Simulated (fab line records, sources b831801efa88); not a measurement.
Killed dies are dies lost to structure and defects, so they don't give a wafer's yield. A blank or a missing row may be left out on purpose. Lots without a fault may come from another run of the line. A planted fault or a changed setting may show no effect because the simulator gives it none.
fab line records | flow sky130
record lots=11 wafers=33 last_day=50
route steps=708 shown LI_CONTACT@362 PAD_OPEN@708
lots that met no fault: from a run of the same line without faults
start_h: hours from the record's first day to the start of the lot's first wafer shown | wait_h: hours since the lot's step before | " the same as in the row above | L1.1+2: a row that stands for several wafers | - no value, or no start given | * or withheld: withheld | < > ~ a bound
route shown NAME@n: a module of which the file shows steps, and the number in the route of the first | usual: mean/standard deviation of fault-free wafers | same: alike in all rows | chamber/n: place in a boat | sites: the reading at each site | _std_site: their standard deviation | _edge_site: outer sites' mean less inner sites' | radius_mm: how far each site lies from the wafer's centre | mask NAME#n: copy n | behind: the tool/chamber that last shaped the wafer | hold: why the lot was held/for how many hours/how that ended | device: the transistor (n, p or np) that didn't switch | end of line: the same wafers' tests at the end of the route | a step without rows: its recipe alone | killed: dies lost to structure and defects at the first sort, not the wafer's yield | map: a wafer's dies, x killed, . not, _ none there
set.NAME: the setting as run; set.NAME@STEP: as run at that earlier step | model.NAME: the simulator's own value behind a step, which no gauge read
steps of the route over a sample of lots; a table a step, a row a wafer
services: from which hour (start_h, from the record's first day; less than 0 if before it) a tool's chamber was out of use, for how many hours, and why
## steps
# step SKY_LI_CONTACT_HDPCVD_00
# recipe material=PSG target_thk_nm=930 sigma_open_frac=0.3 time_s=155 temp_c=600 sih4_flow_sccm=60 pressure_mtorr=6
# usual run_length_s=182.9/0.42
# columns lot.wafer tool chamber start_h wait_h run_length_s
L877.1 hdpcvd-02 2 662.62 0.0 182.7
L877.4 " 1 " " 182.6
L877.6 " 0 " " 183.3
L876.2 hdpcvd-01 1 669.84 0.0 183.6
L876.3 " 2 " " 182.5
L876.5 " 2 " " 182.8
L878.1 hdpcvd-01 1 689.69 0.0 183.0
L878.5 " 1 " " 183.4
L878.6 " 0 " " 183.0
L879.1 hdpcvd-02 0 689.92 0.0 182.9
L879.2 " 1 " " 182.6
L879.4 " 1 " " 182.9
L881.2 hdpcvd-02 2 696.52 0.0 182.3
L881.4 " 2 " " 182.0
L881.5 " 1 " " 183.0
L882.4 hdpcvd-01 0 762.71 0.1 276.7
L882.5 " 1 " " 183.0
L882.6 " 2 " " 182.6
L892.2 hdpcvd-02 0 771.39 0.0 182.8
L892.3 " 0 " " 182.8
L892.5 " 0 " " 183.3
L896.3 hdpcvd-02 0 797.95 0.0 182.9
L896.4 " 0 " " 182.9
L896.5 " 2 " " 182.3
L897.1 hdpcvd-02 1 806.37 0.0 182.7
L897.3 " 2 " " 182.2
L897.5 " 2 " " 181.9
L898.4 hdpcvd-02 2 818.47 0.1 181.9
L898.5 " 1 " " 182.7
L898.6 " 0 " " 183.6
L899.2 hdpcvd-02 1 822.26 0.0 183.2
L899.5 " 0 " " 183.0
L899.6 " 2 " " 182.4
# step SKY_LI_CONTACT_THK_MEAS_01
# recipe reads=PSG_of_LI_CONTACT_HDPCVD_00
# usual LI_CONTACT_HDPCVD_THK=924/16
# columns lot.wafer tool chamber start_h wait_h hold LI_CONTACT_HDPCVD_THK[nm]
L877.1 film_metro-02 - 662.72 0.1 - 934
L877.4 " - " " - 914
L877.6 " - " " - 918
L876.2 film_metro-02 - 669.95 0.1 - 960
L876.3 " - " " - 945
L876.5 " - " " - 937
L878.1 film_metro-03 - 689.79 0.1 - 954
L878.5 " - " " - 962
L878.6 " - " " - 915
L879.1 film_metro-03 - 690.06 0.1 - 922
L879.2 " - " " - 904
L879.4 " - " " - 908
L881.2 film_metro-03 - 696.63 0.1 - 933
L881.4 " - " " - 926
L881.5 " - " " - 899
L882.4 film_metro-04 - 762.79 0.0 await_dispo/0.2h/release 1480
L882.5 " - " " await_dispo/0.2h/release 942
L882.6 " - " " await_dispo/0.2h/release 913
L882.4 film_metro-04 - 763.01 0.2 - 1481
L882.5 " - " " - 941
L882.6 " - " " - 914
L892.2 film_metro-04 - 771.55 0.1 - 930
L892.3 " - " " - 925
L892.5 " - " " - 920
L896.3 film_metro-02 - 798.07 0.1 - 909
L896.4 " - " " - 920
L896.5 " - " " - 919
L897.1 film_metro-02 - 806.47 0.1 - 897
L897.3 " - " " - 907
L897.5 " - " " - 909
L898.4 film_metro-04 - 818.56 0.0 - 921
L898.5 " - " " - 928
L898.6 " - " " - 923
L899.2 film_metro-03 - 822.37 0.1 - 911
L899.5 " - " " - 916
L899.6 " - " " - 911
# step SKY_LI_CONTACT_CMP_02
# recipe material=PSG down_force_psi=4 platen_rpm=60 pad_velocity_m_s=0.94248
# usual edge_zone_pressure_frac=1.000/0.0054 motor_current_A=11.5/1.1 time_to_endpoint_s=32/4.3
# columns lot.wafer tool chamber start_h wait_h hold edge_zone_pressure_frac motor_current_A time_to_endpoint_s
L877.1 cmp-01 2 662.78 0.1 - 1.000 12.1 35
L877.4 " 0 " " - 1.000 11.9 36
L877.6 " 3 " " - 1.002 10.7 29
L876.3 cmp-01 1 670.10 0.1 - 1.003 12.1 27
L876.2 " 2 " " - 1.005 12.1 34
L876.5 " 0 " " - 1.001 11.6 33
L878.1 cmp-01 1 689.85 0.1 - 0.999 12.3 32
L878.6 " 1 " " - 0.991 11.6 25
L878.5 " 2 " " - 1.008 12.6 35
L879.1 cmp-02 1 690.12 0.1 - 1.015 12.6 37
L879.2 " 2 " " - 0.995 12.2 32
L879.4 " 3 " " - 0.991 9.3 31
L881.2 cmp-02 3 696.68 0.0 - 1.006 9.6 36
L881.4 " 2 " " - 0.999 12.5 37
L881.5 " 3 " " - 1.000 9.2 34
L882.4 cmp-01 1 765.29 2.3 await_dispo/2.2h/release 0.998 12.0 83
L882.6 " 1 " " await_dispo/2.2h/release 1.004 11.8 27
L882.5 " 2 " " await_dispo/2.2h/release 1.002 12.5 31
L892.3 cmp-01 0 771.83 0.3 - 1.001 11.2 35
L892.2 " 1 " " - 1.001 12.0 33
L892.5 " 0 " " - 0.991 11.5 38
L896.3 cmp-02 3 798.16 0.1 - 0.995 9.6 29
L896.4 " 0 " " - 1.000 11.3 32
L896.5 " 3 " " - 0.989 9.5 31
L897.3 cmp-02 0 806.58 0.1 - 0.999 10.7 31
L897.1 " 1 " " - 0.995 13.0 33
L897.5 " 0 " " - 0.995 10.5 31
L898.4 cmp-02 1 818.69 0.1 - 1.003 11.8 32
L898.5 " 3 " " - 1.001 9.2 27
L898.6 " 0 " " - 1.000 11.2 29
L899.2 cmp-02 2 822.42 0.0 - 0.996 12.0 32
L899.6 " 2 " " - 0.997 12.2 32
L899.5 " 3 " " - 0.985 8.9 31
# step SKY_LI_CONTACT_BOW_MEAS_03
# recipe mode=bow
# usual LI_CONTACT_BOW=54/7.2
# columns lot.wafer tool chamber start_h wait_h LI_CONTACT_BOW[um]
L877.1 film_metro-03 - 663.08 0.2 62
L877.4 " - " " 54
L877.6 " - " " 62
L876.2 film_metro-02 - 670.32 0.1 58
L876.3 " - " " 54
L876.5 " - " " 57
L878.1 film_metro-02 - 690.15 0.2 44
L878.5 " - " " 57
L878.6 " - " " 58
L879.1 film_metro-03 - 690.42 0.2 39
L879.2 " - " " 43
L879.4 " - " " 43
L881.2 film_metro-04 - 697.00 0.3 62
L881.4 " - " " 54
L881.5 " - " " 57
L882.4 film_metro-04 - 765.67 0.3 67
L882.5 " - " " 53
L882.6 " - " " 53
L892.2 film_metro-04 - 772.15 0.2 54
L892.3 " - " " 64
L892.5 " - " " 53
L896.3 film_metro-04 - 798.45 0.2 48
L896.4 " - " " 60
L896.5 " - " " 56
L897.1 film_metro-04 - 806.83 0.1 52
L897.3 " - " " 51
L897.5 " - " " 51
L898.4 film_metro-04 - 818.95 0.2 52
L898.5 " - " " 45
L898.6 " - " " 31
L899.2 film_metro-04 - 822.74 0.3 51
L899.5 " - " " 50
L899.6 " - " " 48
# step SKY_LI_CONTACT_CVD_21
# recipe material=W target_thk_nm=400 time_s=120.56 temp_c=400 pressure_torr=40
# usual chamber_pressure_Torr=39.98/0.092 heater_power_w=868/71
# columns lot.wafer tool chamber start_h wait_h chamber_pressure_Torr heater_power_w
L877.1 cvd_w-01 0 692.50 0.0 39.92 785
L877.4 " 1 " " 39.85 953
L877.6 " 0 " " 39.84 781
L876.2 cvd_w-02 0 698.63 0.0 39.95 900
L876.3 " 1 " " 39.90 817
L876.5 " 0 " " 40.09 884
L878.1 cvd_w-02 1 718.70 0.0 40.04 836
L878.5 " 1 " " 39.94 833
L878.6 " 0 " " 40.00 883
L879.1 cvd_w-01 0 719.34 0.0 40.02 787
L879.2 " 1 " " 39.90 977
L879.4 " 0 " " 39.90 778
L881.2 cvd_w-01 0 725.61 0.0 39.99 784
L881.4 " 0 " " 40.13 786
L881.5 " 0 " " 40.06 781
L882.4 cvd_w-02 1 790.24 0.1 40.00 811
L882.5 " 0 " " 39.91 903
L882.6 " 1 " " 40.10 832
L892.2 cvd_w-01 0 798.11 0.0 39.93 802
L892.3 " 1 " " 40.08 979
L892.5 " 0 " " 39.99 794
L896.3 cvd_w-01 0 825.88 0.1 39.87 796
L896.4 " 1 " " 39.92 982
L896.5 " 1 " " 39.98 983
L897.1 cvd_w-01 1 833.91 0.0 40.13 972
L897.3 " 1 " " 39.79 972
L897.5 " 1 " " 39.98 947
L898.4 cvd_w-02 0 845.56 0.0 40.08 890
L898.5 " 0 " " 39.97 895
L898.6 " 1 " " 39.87 836
L899.2 cvd_w-01 1 849.30 0.0 40.00 1016
L899.5 " 0 " " 39.89 800
L899.6 " 1 " " 40.07 975
# step SKY_LI_CONTACT_RS_MEAS_22
# recipe thk_meas_gauge=four-point-probe reads=W_of_LI_CONTACT_CVD_21+TiN_of_LI_CONTACT_SPUTTER_20+Ti_of_LI_CONTACT_SPUTTER_19
# usual LI_CONTACT_W_RS=0.2853/0.0028
# columns lot.wafer tool chamber start_h wait_h LI_CONTACT_W_RS[ohm/sq]
L877.1 film_metro-03 - 692.62 0.1 0.2861
L877.4 " - " " 0.2896
L877.6 " - " " 0.2849
L876.2 film_metro-02 - 698.78 0.1 0.2875
L876.3 " - " " 0.2853
L876.5 " - " " 0.2876
L878.1 film_metro-02 - 718.82 0.1 0.2796
L878.5 " - " " 0.2823
L878.6 " - " " 0.2902
L879.1 film_metro-04 - 719.46 0.1 0.2825
L879.2 " - " " 0.2882
L879.4 " - " " 0.2817
L881.2 film_metro-02 - 725.75 0.1 0.2824
L881.4 " - " " 0.2851
L881.5 " - " " 0.2870
L882.4 film_metro-04 - 790.38 0.1 0.2866
L882.5 " - " " 0.2859
L882.6 " - " " 0.2849
L892.2 film_metro-03 - 798.25 0.1 0.2819
L892.3 " - " " 0.2825
L892.5 " - " " 0.2832
L896.3 film_metro-04 - 826.00 0.1 0.2880
L896.4 " - " " 0.2885
L896.5 " - " " 0.2931
L897.1 film_metro-04 - 834.04 0.1 0.2886
L897.3 " - " " 0.2874
L897.5 " - " " 0.2964
L898.4 film_metro-02 - 845.70 0.1 0.2842
L898.5 " - " " 0.2865
L898.6 " - " " 0.2818
L899.2 film_metro-03 - 849.45 0.1 0.2857
L899.5 " - " " 0.2846
L899.6 " - " " 0.2860
# step SKY_PAD_OPEN_PROBE_99
# usual killed_at_M0_to_M3=42/7.4 killed_at_M4_up=3.5/1.9 killed_at_contacts=24/5.2 killed_at_front_end=15/4.5 killed_at_other=0.2/0.53 killed_dies=85/9.8 killed_open=46/7.6 killed_short=39/6.5
# same gross_dies=492 killed_at_back_side=0
# columns lot.wafer tool chamber start_h wait_h killed_at_M0_to_M3 killed_at_M4_up killed_at_contacts killed_at_front_end killed_at_other killed_dies killed_open killed_short
L877.1 prober-01 - 1085.25 0.1 29 5 38 16 0 88 44 44
L877.4 prober-01 - 1085.40 0.2 43 2 30 19 0 94 47 47
L877.6 prober-01 - 1085.50 0.2 53 0 26 12 2 93 46 47
L892.2 prober-02 - 1167.67 0.1 38 3 29 14 0 84 50 34
L892.3 prober-02 - 1167.72 0.2 41 6 22 20 0 89 45 44
L892.5 prober-02 - 1167.82 0.2 33 5 14 13 1 66 38 28
L896.3 prober-01 - 1185.60 0.4 39 4 28 17 0 88 42 46
L896.4 prober-01 - 1185.65 0.5 49 3 19 16 0 87 53 33
L896.5 prober-01 - 1185.70 0.5 42 5 22 19 0 88 47 39
# killed by level:class
L877.1 CONTACT:geometric_particle:open=16 METAL1:geometric_particle:short=9 LI_CONTACT:geometric_particle:open=8 POLY_GATE:geometric_particle:short=6 LOCAL_INTERCONNECT:geometric_particle:short=5 CONTACT:geometric_particle:short=5 VIA1:geometric_particle:open=5 VIA3:geometric_particle:open=5
L877.4 CONTACT:geometric_particle:open=12 VIA1:geometric_particle:open=10 VIA3:geometric_particle:open=8 CONTACT:geometric_particle:short=7 FIELD_ISO:geometric_particle:open=6 POLY_GATE:geometric_particle:short=6 LOCAL_INTERCONNECT:geometric_particle:short=6 METAL1:geometric_particle:short=6
L877.6 METAL1:geometric_particle:short=11 VIA1:geometric_particle:open=10 CONTACT:geometric_particle:open=9 POLY_GATE:geometric_particle:open=6 LI_CONTACT:geometric_particle:short=6 VIA1:geometric_particle:short=6 VIA2:geometric_particle:open=6 METAL3:geometric_particle:short=6
L892.2 CONTACT:geometric_particle:open=13 VIA1:geometric_particle:open=10 LOCAL_INTERCONNECT:geometric_particle:short=7 LI_CONTACT:geometric_particle:open=6 POLY_GATE:geometric_particle:open=4 VIA1:geometric_particle:short=4 METAL2:geometric_particle:short=4 VIA2:geometric_particle:open=4
L892.3 LI_CONTACT:geometric_particle:open=11 CONTACT:geometric_particle:open=9 METAL2:geometric_particle:short=9 VIA1:geometric_particle:open=7 METAL4:geometric_particle:short=6 VIA3:geometric_particle:open=6 VIA2:geometric_particle:open=5 POLY_GATE:geometric_particle:short=5
L892.5 VIA2:geometric_particle:open=8 VIA1:geometric_particle:open=6 CONTACT:geometric_particle:short=5 FIELD_ISO:geometric_particle:open=3 METAL1:geometric_particle:open=3 POLY_GATE:geometric_particle:open=3 POLY_GATE:geometric_particle:short=3 CONTACT:geometric_particle:open=3
L896.3 CONTACT:geometric_particle:open=8 VIA2:geometric_particle:open=8 VIA1:geometric_particle:open=8 LOCAL_INTERCONNECT:geometric_particle:short=7 POLY_GATE:geometric_particle:short=5 FIELD_ISO:geometric_particle:short=4 LI_CONTACT:geometric_particle:open=4 LI_CONTACT:geometric_particle:short=4
L896.4 VIA1:geometric_particle:open=12 CONTACT:geometric_particle:open=11 VIA2:geometric_particle:open=8 VIA2:geometric_particle:short=7 FIELD_ISO:geometric_particle:short=5 LOCAL_INTERCONNECT:geometric_particle:short=4 METAL1:geometric_particle:short=4 VIA3:geometric_particle:open=4
L896.5 CONTACT:geometric_particle:open=10 VIA3:geometric_particle:open=10 VIA1:geometric_particle:open=9 POLY_GATE:geometric_particle:short=6 METAL1:geometric_particle:short=6 LI_CONTACT:geometric_particle:open=5 METAL2:geometric_particle:short=5 FIELD_ISO:geometric_particle:open=4
## services
# columns tool chamber start_h hours kind
hdpcvd-01 1 648.35 5.7 repair
hdpcvd-01 - 650.75 15.0 pm
hdpcvd-01 0 650.75 15.0 vent_cycle
hdpcvd-01 1 650.75 15.0 vent_cycle
hdpcvd-01 2 650.75 15.0 vent_cycle
cmp-02 - 656.24 0.6 repair
cmp-01 - 675.87 1.7 repair
hdpcvd-01 2 679.77 6.9 repair
cmp-02 - 700.09 5.0 pm
cmp-01 - 704.70 2.3 repair
hdpcvd-01 - 706.64 1.4 repair
cmp-01 - 744.19 4.0 pm
cvd_w-01 1 747.50 18.5 repair
cmp-01 - 748.19 - consumable_replace:conditioner
cmp-01 - 748.19 - consumable_replace:pad
cmp-01 - 768.06 1.1 repair
hdpcvd-01 - 768.37 0.6 repair
cmp-02 - 769.29 6.0 pm
hdpcvd-02 2 770.71 5.6 repair
cmp-02 - 779.28 1.5 repair
hdpcvd-02 - 792.32 4.3 pm
cvd_w-02 - 799.10 2.8 pm
cvd_w-02 - 816.30 1.6 repair
cvd_w-02 - 830.28 6.9 pm
## key
first_sign step=SKY_LI_CONTACT_HDPCVD_00 reading=run_length_s direction=up sigmas=99+ usual=* struck=*
effect step=SKY_LI_CONTACT_THK_MEAS_01 reading=visit direction=added
effect step=SKY_LI_CONTACT_THK_MEAS_01 reading=LI_CONTACT_HDPCVD_THK direction=up sigmas=36 usual=924 struck=1480
effect step=SKY_LI_CONTACT_CMP_02 reading=time_to_endpoint_s direction=up sigmas=12 usual=* struck=*
met_at SKY_LI_CONTACT_HDPCVD_00
struck_lots L882
struck_wafers L882.4
tester_left_out L882
not_acting_at SKY_LI_CONTACT_BOW_MEAS_03,SKY_LI_CONTACT_CVD_21,SKY_LI_CONTACT_RS_MEAS_22
onset_between 689.69 762.71
fault kind=process_parameter_drift tool=hdpcvd-01 chamber=0 onset_h=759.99 steps=SKY_LI_CONTACT_HDPCVD_00 channel=time_s offset=* shape=step end_h=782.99 acts_in=* stated=*
# tester_left_out: of these lots the tester's yield and bins aren't shown, on N5 and GAA mostly nor the transistor test; their killed dies are dies lost to structure and defects alone, not to doping, threshold or leakage, so they don't give the yield
